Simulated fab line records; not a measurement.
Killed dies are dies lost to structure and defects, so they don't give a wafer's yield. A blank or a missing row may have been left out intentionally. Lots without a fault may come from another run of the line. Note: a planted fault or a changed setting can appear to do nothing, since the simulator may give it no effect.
Which tool did it?    flow sky130    12 lots (36 wafers sampled), 1 step of a 708-step route

## WHAT THE GAUGES SHOWED, per wafer
SKY_SD_N_RS_MEAS_18: measures by four-point-probe.
lot   measured      on             RES_XHIGH_RS (ohm/sq)
L074  day 27 18:22  film metro-03  331.0 331.9 332.3
L077  day 29 13:52  film metro-03  332.1 332.9 331.2
L079  day 33 02:20  film metro-03  333.8 334.6 334.1
L083  day 33 04:37  film metro-04  333.7 334.9 335.1
L081  day 33 05:09  film metro-04  332.7 332.6 334.4
L082  day 33 07:07  film metro-04  333.1 332.9 333.9
L088  day 33 12:55  film metro-02  332.7 333.6 333.9
L089  day 33 13:56  film metro-02  330.9 330.3 330.6
L091  day 33 15:49  film metro-03  332.2 330.7 332.9
L093  day 34 01:51  film metro-03  332.9 331.9 332.0
L095  day 34 08:44  film metro-03  332.7 332.7 332.9
L097  day 35 05:16  film metro-04  332.6 334.7 333.6

## WHAT TOOL EACH LOT RAN ON (gives the tool, then ch and the chambers of the sampled wafers, and finally the start)
Record: no process step prior to these readings.

## THE ANSWER, worked out from the rows above alone
Rule: usual is defined by the lots themselves. Put in order of their means at a reading, lots are off if they are a third of the lots or fewer, leave a main group of 4 or more, and stand apart from it by a gap of 3 or more times the standard deviation of the main group's means; of several such gaps the widest counts. A main group is skipped when, at the precision printed for the reading in the tables above, its means are all equal. A lot without any number at a reading at which 4 lots or more have one is off too. All remaining lots with rows at the step are treated as sound.
No lot is off at any reading shown: from this, nothing can be told.

## WHAT THE SIMULATOR HAD INSERTED
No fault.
